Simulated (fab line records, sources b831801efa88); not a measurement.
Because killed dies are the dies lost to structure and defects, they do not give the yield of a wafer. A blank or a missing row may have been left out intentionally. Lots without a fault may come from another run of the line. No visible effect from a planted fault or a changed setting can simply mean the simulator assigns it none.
What tool caused it? || flow sky130 || 42 wafers from 15 lots sampled at 5 of the route's 708 steps

WHAT THE GAUGES READ, wafer by wafer
SKY_SD_N_OVL_MEAS_08. Usual: for SD_N_OVL the level is -0.3 nm and the standard deviation is 1.4.
{"lot": "L963", "measured": "day 27 20:28", "on": "overlay-01", "SD_N_OVL (nm)": "-1.3 -0.1 -2.6", "flag": ""}
{"lot": "L964", "measured": "day 28 00:58", "on": "overlay-02", "SD_N_OVL (nm)": "0.7 0.4 -0.3", "flag": ""}
{"lot": "L965", "measured": "day 28 23:16", "on": "overlay-01", "SD_N_OVL (nm)": "-2.0 -2.0 -2.7", "flag": ""}
{"lot": "L966", "measured": "day 29 01:58", "on": "overlay-02", "SD_N_OVL (nm)": "-1.8 -0.1 -2.1", "flag": ""}
{"lot": "L969", "measured": "day 30 12:41", "on": "overlay-01", "SD_N_OVL (nm)": "-0.8 -1.4 1.6", "flag": ""}
{"lot": "L968", "measured": "day 30 14:12", "on": "overlay-02", "SD_N_OVL (nm)": "-0.4 -0.1", "flag": ""}
{"lot": "L971", "measured": "day 30 17:31", "on": "overlay-01", "SD_N_OVL (nm)": "-2.0 -4.3", "flag": ""}
{"lot": "L972", "measured": "day 30 23:31", "on": "overlay-01", "SD_N_OVL (nm)": "0.6 0.3", "flag": ""}
{"lot": "L980", "measured": "day 33 11:29", "on": "overlay-02", "SD_N_OVL (nm)": "-2.1 -0.9 -2.7", "flag": ""}
{"lot": "L981", "measured": "day 33 19:25", "on": "overlay-01", "SD_N_OVL (nm)": "0.3 -1.2 -0.2", "flag": ""}
{"lot": "L982", "measured": "day 34 03:37", "on": "overlay-01", "SD_N_OVL (nm)": "-0.5 -1.3 -1.6", "flag": ""}
{"lot": "L983", "measured": "day 34 07:43", "on": "overlay-01", "SD_N_OVL (nm)": "0.0 -0.3 -0.5", "flag": ""}
{"lot": "L984", "measured": "day 34 11:43", "on": "overlay-01", "SD_N_OVL (nm)": "0.9 -0.5 1.0", "flag": ""}
{"lot": "L985", "measured": "day 34 19:28", "on": "overlay-01", "SD_N_OVL (nm)": "-0.4 0.7 -1.3", "flag": ""}
{"lot": "L986", "measured": "day 35 02:43", "on": "overlay-02", "SD_N_OVL (nm)": "0.1 1.6 -0.7", "flag": ""}

SKY_CONTACT_THK_MEAS_03. Usual: for CONTACT_HDPCVD_THK the level is 564 nm and the standard deviation is 5.1.
{"lot": "L963", "measured": "day 30 08:10", "on": "filmMetro-01", "CONTACT_HDPCVD_THK (nm)": "572 564 570", "flag": ""}
{"lot": "L964", "measured": "day 30 14:23", "on": "filmMetro-02", "CONTACT_HDPCVD_THK (nm)": "564 562 561", "flag": ""}
{"lot": "L965", "measured": "day 31 09:51", "on": "filmMetro-01", "CONTACT_HDPCVD_THK (nm)": "571 564 567", "flag": ""}
{"lot": "L966", "measured": "day 31 13:12", "on": "filmMetro-02", "CONTACT_HDPCVD_THK (nm)": "554 556 564", "flag": ""}
{"lot": "L969", "measured": "day 32 23:34", "on": "filmMetro-04", "CONTACT_HDPCVD_THK (nm)": "559 560 564", "flag": ""}
{"lot": "L968", "measured": "day 33 00:52", "on": "filmMetro-01", "CONTACT_HDPCVD_THK (nm)": "424 424", "flag": "OFF"}
{"lot": "L971", "measured": "day 33 04:16", "on": "filmMetro-02", "CONTACT_HDPCVD_THK (nm)": "570 425", "flag": "OFF"}
{"lot": "L972", "measured": "day 33 09:14", "on": "filmMetro-01", "CONTACT_HDPCVD_THK (nm)": "417 562", "flag": "OFF"}
{"lot": "L980", "measured": "day 35 21:22", "on": "filmMetro-01", "CONTACT_HDPCVD_THK (nm)": "573 565 570", "flag": ""}
{"lot": "L981", "measured": "day 36 05:56", "on": "filmMetro-04", "CONTACT_HDPCVD_THK (nm)": "557 557 558", "flag": ""}
{"lot": "L982", "measured": "day 36 13:19", "on": "filmMetro-02", "CONTACT_HDPCVD_THK (nm)": "560 566 568", "flag": ""}
{"lot": "L983", "measured": "day 36 16:32", "on": "filmMetro-01", "CONTACT_HDPCVD_THK (nm)": "570 562 562", "flag": ""}
{"lot": "L984", "measured": "day 36 20:33", "on": "filmMetro-02", "CONTACT_HDPCVD_THK (nm)": "560 564 562", "flag": ""}
{"lot": "L985", "measured": "day 37 04:26", "on": "filmMetro-02", "CONTACT_HDPCVD_THK (nm)": "562 573 571", "flag": ""}
{"lot": "L986", "measured": "day 37 12:02", "on": "filmMetro-01", "CONTACT_HDPCVD_THK (nm)": "565 560 559", "flag": ""}

WHICH TOOL RAN EACH LOT (tool, then ch and the chambers of the sampled wafers, then the start)
{"lot": "L963", "SKY_RES_XHIGH_STRIP_08": "plasmaAsher-04 ch 0,1, day 26 15:27", "SKY_LI_CONTACT_SPUTTER_20": "pvdSputter-01, day 29 02:35", "SKY_CONTACT_HDPCVD_02": "hdpcvd-01 ch 0,1,2, day 30 08:05"}
{"lot": "L964", "SKY_RES_XHIGH_STRIP_08": "plasmaAsher-04 ch 0,1, day 26 19:49", "SKY_LI_CONTACT_SPUTTER_20": "pvdSputter-03, day 29 08:17", "SKY_CONTACT_HDPCVD_02": "hdpcvd-02 ch 1,2, day 30 14:18"}
{"lot": "L965", "SKY_RES_XHIGH_STRIP_08": "plasmaAsher-03 ch 0,1, day 27 18:08", "SKY_LI_CONTACT_SPUTTER_20": "pvdSputter-01, day 30 05:00", "SKY_CONTACT_HDPCVD_02": "hdpcvd-01 ch 0,2, day 31 09:44"}
{"lot": "L966", "SKY_RES_XHIGH_STRIP_08": "plasmaAsher-03 ch 0,1, day 27 22:02", "SKY_LI_CONTACT_SPUTTER_20": "pvdSputter-03, day 30 08:04", "SKY_CONTACT_HDPCVD_02": "hdpcvd-02 ch 0,1,2, day 31 13:07"}
{"lot": "L969", "SKY_RES_XHIGH_STRIP_08": "plasmaAsher-03 ch 0,1, day 29 08:34", "SKY_LI_CONTACT_SPUTTER_20": "pvdSputter-01, day 31 18:31", "SKY_CONTACT_HDPCVD_02": "hdpcvd-01 ch 0,2, day 32 23:29"}
{"lot": "L968", "SKY_RES_XHIGH_STRIP_08": "plasmaAsher-04 ch 0,1, day 29 09:32", "SKY_LI_CONTACT_SPUTTER_20": "pvdSputter-01, day 31 19:44", "SKY_CONTACT_HDPCVD_02": "hdpcvd-01 ch 0, day 33 00:47"}
{"lot": "L971", "SKY_RES_XHIGH_STRIP_08": "plasmaAsher-04 ch 0,1, day 29 13:25", "SKY_LI_CONTACT_SPUTTER_20": "pvdSputter-03, day 31 23:04", "SKY_CONTACT_HDPCVD_02": "hdpcvd-01 ch 1,2, day 33 04:11"}
{"lot": "L972", "SKY_RES_XHIGH_STRIP_08": "plasmaAsher-04 ch 0,1, day 29 20:35", "SKY_LI_CONTACT_SPUTTER_20": "pvdSputter-03, day 32 04:37", "SKY_CONTACT_HDPCVD_02": "hdpcvd-01 ch 0,1, day 33 09:09"}
{"lot": "L980", "SKY_RES_XHIGH_STRIP_08": "plasmaAsher-02 ch 0,1, day 32 10:17", "SKY_LI_CONTACT_SPUTTER_20": "pvdSputter-04, day 34 16:30", "SKY_CONTACT_HDPCVD_02": "hdpcvd-01 ch 0,2, day 35 21:17"}
{"lot": "L981", "SKY_RES_XHIGH_STRIP_08": "plasmaAsher-04 ch 0,1, day 32 16:16", "SKY_LI_CONTACT_SPUTTER_20": "pvdSputter-03, day 35 01:00", "SKY_CONTACT_HDPCVD_02": "hdpcvd-02 ch 0,1,2, day 36 05:52"}
{"lot": "L982", "SKY_RES_XHIGH_STRIP_08": "plasmaAsher-04 ch 0,1, day 33 00:35", "SKY_LI_CONTACT_SPUTTER_20": "pvdSputter-01, day 35 09:11", "SKY_CONTACT_HDPCVD_02": "hdpcvd-01 ch 0,1,2, day 36 13:14"}
{"lot": "L983", "SKY_RES_XHIGH_STRIP_08": "plasmaAsher-03 ch 0,1, day 33 05:49", "SKY_LI_CONTACT_SPUTTER_20": "pvdSputter-04, day 35 12:08", "SKY_CONTACT_HDPCVD_02": "hdpcvd-01 ch 0,1, day 36 16:27"}
{"lot": "L984", "SKY_RES_XHIGH_STRIP_08": "plasmaAsher-02 ch 0,1, day 33 09:04", "SKY_LI_CONTACT_SPUTTER_20": "pvdSputter-03, day 35 16:48", "SKY_CONTACT_HDPCVD_02": "hdpcvd-02 ch 0,1, day 36 20:29"}
{"lot": "L985", "SKY_RES_XHIGH_STRIP_08": "plasmaAsher-04 ch 0,1, day 33 17:15", "SKY_LI_CONTACT_SPUTTER_20": "pvdSputter-04, day 36 00:33", "SKY_CONTACT_HDPCVD_02": "hdpcvd-01 ch 0,1, day 37 04:22"}
{"lot": "L986", "SKY_RES_XHIGH_STRIP_08": "plasmaAsher-02 ch 0,1, day 34 00:22", "SKY_LI_CONTACT_SPUTTER_20": "pvdSputter-03, day 36 07:32", "SKY_CONTACT_HDPCVD_02": "hdpcvd-02 ch 0,2, day 37 11:58"}
- SKY_RES_XHIGH_STRIP_08: strips in O2/N2.
- SKY_LI_CONTACT_SPUTTER_20: material TiN, target thk 20 nm, time 80 s.
- SKY_CONTACT_HDPCVD_02: deposits SiO2, target thk 565 nm, time 94.2 s.

AS READ BY THE TOOLS THEMSELVES (means over the sampled wafers that have a number; for cases with no such wafer, the mark the record gives instead)
SKY_RES_XHIGH_STRIP_08. Usual: drypumpMotorCurrentA 5.6 A, standard deviation 0.4; oesProductAu 0.711 a.u., standard deviation 0.0044; stripTimeToEndpointS 14.26 s, standard deviation 0.044.
{"lot": "L963", "tool": "plasmaAsher-04", "drypumpMotorCurrentA (A)": 6.0, "oesProductAu (a.u.)": 0.707, "stripTimeToEndpointS (s)": 14.36, "flag": ""}
{"lot": "L964", "tool": "plasmaAsher-04", "drypumpMotorCurrentA (A)": 6.0, "oesProductAu (a.u.)": 0.710, "stripTimeToEndpointS (s)": 14.27, "flag": ""}
{"lot": "L965", "tool": "plasmaAsher-03", "drypumpMotorCurrentA (A)": 5.1, "oesProductAu (a.u.)": 0.711, "stripTimeToEndpointS (s)": 14.26, "flag": ""}
{"lot": "L966", "tool": "plasmaAsher-03", "drypumpMotorCurrentA (A)": 5.1, "oesProductAu (a.u.)": 0.713, "stripTimeToEndpointS (s)": 14.21, "flag": ""}
{"lot": "L969", "tool": "plasmaAsher-03", "drypumpMotorCurrentA (A)": 5.2, "oesProductAu (a.u.)": 0.712, "stripTimeToEndpointS (s)": 14.26, "flag": ""}
{"lot": "L968", "tool": "plasmaAsher-04", "drypumpMotorCurrentA (A)": 5.9, "oesProductAu (a.u.)": 0.714, "stripTimeToEndpointS (s)": 14.29, "flag": ""}
{"lot": "L971", "tool": "plasmaAsher-04", "drypumpMotorCurrentA (A)": 5.9, "oesProductAu (a.u.)": 0.709, "stripTimeToEndpointS (s)": 14.25, "flag": ""}
{"lot": "L972", "tool": "plasmaAsher-04", "drypumpMotorCurrentA (A)": 5.9, "oesProductAu (a.u.)": 0.713, "stripTimeToEndpointS (s)": 14.24, "flag": ""}
{"lot": "L980", "tool": "plasmaAsher-02", "drypumpMotorCurrentA (A)": 5.3, "oesProductAu (a.u.)": 0.713, "stripTimeToEndpointS (s)": 14.25, "flag": ""}
{"lot": "L981", "tool": "plasmaAsher-04", "drypumpMotorCurrentA (A)": 5.8, "oesProductAu (a.u.)": 0.709, "stripTimeToEndpointS (s)": 14.24, "flag": ""}
{"lot": "L982", "tool": "plasmaAsher-04", "drypumpMotorCurrentA (A)": 5.8, "oesProductAu (a.u.)": 0.710, "stripTimeToEndpointS (s)": 14.29, "flag": ""}
{"lot": "L983", "tool": "plasmaAsher-03", "drypumpMotorCurrentA (A)": 5.3, "oesProductAu (a.u.)": 0.710, "stripTimeToEndpointS (s)": 14.24, "flag": ""}
{"lot": "L984", "tool": "plasmaAsher-02", "drypumpMotorCurrentA (A)": 5.5, "oesProductAu (a.u.)": 0.714, "stripTimeToEndpointS (s)": 14.28, "flag": ""}
{"lot": "L985", "tool": "plasmaAsher-04", "drypumpMotorCurrentA (A)": 5.8, "oesProductAu (a.u.)": 0.712, "stripTimeToEndpointS (s)": 14.24, "flag": ""}
{"lot": "L986", "tool": "plasmaAsher-02", "drypumpMotorCurrentA (A)": 5.4, "oesProductAu (a.u.)": 0.711, "stripTimeToEndpointS (s)": 14.23, "flag": ""}

SKY_LI_CONTACT_SPUTTER_20. Usual: 30.3 % for throttleValvePct, sd 0.64.
{"lot": "L963", "tool": "pvdSputter-01", "throttleValvePct (%)": 29.9, "flag": ""}
{"lot": "L964", "tool": "pvdSputter-03", "throttleValvePct (%)": 30.4, "flag": ""}
{"lot": "L965", "tool": "pvdSputter-01", "throttleValvePct (%)": 30.2, "flag": ""}
{"lot": "L966", "tool": "pvdSputter-03", "throttleValvePct (%)": 30.5, "flag": ""}
{"lot": "L969", "tool": "pvdSputter-01", "throttleValvePct (%)": 29.9, "flag": ""}
{"lot": "L968", "tool": "pvdSputter-01", "throttleValvePct (%)": 29.8, "flag": ""}
{"lot": "L971", "tool": "pvdSputter-03", "throttleValvePct (%)": 30.4, "flag": ""}
{"lot": "L972", "tool": "pvdSputter-03", "throttleValvePct (%)": 30.4, "flag": ""}
{"lot": "L980", "tool": "pvdSputter-04", "throttleValvePct (%)": 30.5, "flag": ""}
{"lot": "L981", "tool": "pvdSputter-03", "throttleValvePct (%)": 30.7, "flag": ""}
{"lot": "L982", "tool": "pvdSputter-01", "throttleValvePct (%)": 30.0, "flag": ""}
{"lot": "L983", "tool": "pvdSputter-04", "throttleValvePct (%)": 29.8, "flag": ""}
{"lot": "L984", "tool": "pvdSputter-03", "throttleValvePct (%)": 30.6, "flag": ""}
{"lot": "L985", "tool": "pvdSputter-04", "throttleValvePct (%)": 30.1, "flag": ""}
{"lot": "L986", "tool": "pvdSputter-03", "throttleValvePct (%)": 30.5, "flag": ""}

THE ANSWER, worked out from the rows above alone
Rule: a lot counts as off when the mean over its wafers that have a number is more than 3 standard deviations away from the usual mean. Also off: a lot with no number at a reading for which 4 or more lots have one. The other lots that the step has rows for count as sound. Order of review: gauges by route order, followed by the tools' own readings, for which a lot's mean as printed above is used. At the first step where some lot is off, the reading lying furthest off is the one used; lots without a number count as furthest.
Off: at SKY_CONTACT_THK_MEAS_03 (CONTACT_HDPCVD_THK), L968, L971, L972.
If a tool, at a process step before that reading, ran all the lots that are off and no sound lot after the first of them, it fits. Gauges at SKY_CONTACT_THK_MEAS_03: tried the same way as those tools. None of those tried fits.

WHAT THE SIMULATOR PUT IN
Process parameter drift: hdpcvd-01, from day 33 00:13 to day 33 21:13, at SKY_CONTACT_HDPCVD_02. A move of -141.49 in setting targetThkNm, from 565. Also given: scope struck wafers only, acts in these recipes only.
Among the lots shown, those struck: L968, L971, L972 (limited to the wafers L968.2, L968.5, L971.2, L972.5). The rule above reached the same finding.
